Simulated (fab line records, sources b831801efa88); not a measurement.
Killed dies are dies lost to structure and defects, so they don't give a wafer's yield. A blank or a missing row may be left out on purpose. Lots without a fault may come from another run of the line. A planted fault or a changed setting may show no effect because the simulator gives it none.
Which tool did it? | flow sky130 | 6 lots, 18 wafers sampled, at 4 steps of a route of 708

WHAT THE GAUGES READ, wafer by wafer
SKY_VT_ADJUST_HVTR_TW_MEAS_11.
lot  | measured     | on            | VT_ADJUST_HVTR_TW
L438 | day 10 21:08 | film_metro-01 | 212.4 213.4 213.2
L444 | day 13 04:34 | film_metro-02 | 199.7 198.7 198.9
L448 | day 14 05:08 | film_metro-03 | 211.1 210.8 211.4
L451 | day 15 01:05 | film_metro-02 | 213.2 211.9 212.1
L454 | day 16 13:31 | film_metro-03 | 211.6 211.5 210.7
L455 | day 16 19:28 | film_metro-02 | 211.6 210.7 211.4

WHICH TOOL RAN EACH LOT (tool, then ch and the chambers of the sampled wafers, then the start)
lot  | SKY_VT_ADJUST_LVTN_STRIP_09          | SKY_VT_ADJUST_LVTN_STRIP_20          | SKY_VT_ADJUST_HVTR_IMPLANT_09
L438 | plasma_asher-01 ch 0,1, day 8 03:13  | plasma_asher-01 ch 0,1, day 9 00:34  | implanter-04 ch 0, day 10 20:54
L444 | plasma_asher-04 ch 0,1, day 10 03:51 | plasma_asher-04 ch 0,1, day 11 03:32 | implanter-04 ch 0, day 13 04:20
L448 | plasma_asher-03 ch 0,1, day 11 01:24 | plasma_asher-04 ch 0,1, day 12 01:12 | implanter-03 ch 0, day 14 04:53
L451 | plasma_asher-04 ch 0,1, day 11 20:52 | plasma_asher-04 ch 0,1, day 12 21:19 | implanter-02 ch 0, day 15 00:50
L454 | plasma_asher-04 ch 0, day 13 03:22   | plasma_asher-03 ch 0,1, day 14 05:39 | implanter-02 ch 0, day 16 13:16
L455 | plasma_asher-04 ch 0,1, day 13 09:31 | plasma_asher-01 ch 0,1, day 14 11:27 | implanter-03 ch 0, day 16 19:13
- SKY_VT_ADJUST_LVTN_STRIP_09: strips in O2/N2.
- SKY_VT_ADJUST_LVTN_STRIP_20: strips in O2/N2.
- SKY_VT_ADJUST_HVTR_IMPLANT_09

THE ANSWER, worked out from the rows above alone
Rule: what is usual is taken from the lots themselves. Put in order of their means at a reading, lots are off if they are a third of the lots or fewer, leave a main group of 4 or more, and stand apart from it by a gap of 3 or more times the standard deviation of the main group's means; of several such gaps the widest counts. A main group whose means are all the same, to the digits that the tables above print for the reading, isn't used. A lot without any number at a reading at which 4 lots or more have one is off too. The other lots that the step has rows for count as sound.
Off: L444, at SKY_VT_ADJUST_HVTR_TW_MEAS_11 (VT_ADJUST_HVTR_TW). The main group: mean 211.8, standard deviation 0.76.
A tool fits if, at a process step before that reading, it ran every lot that is off, and no sound lot after the first of them. The gauges at SKY_VT_ADJUST_HVTR_TW_MEAS_11 are tried like those tools. One fits: implanter-04 at SKY_VT_ADJUST_HVTR_IMPLANT_09. Its last sound lot is L438 (day 10 20:54), its first lot that is off L444 (day 13 04:20): a fault that began between those two fits.

WHAT THE SIMULATOR HAD PUT IN
Process parameter drift: implanter-04, from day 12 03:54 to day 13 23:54, at SKY_VT_ADJUST_HVTR_IMPLANT_09. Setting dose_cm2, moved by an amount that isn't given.
Lots struck among those shown: L444. The rule above found the same.
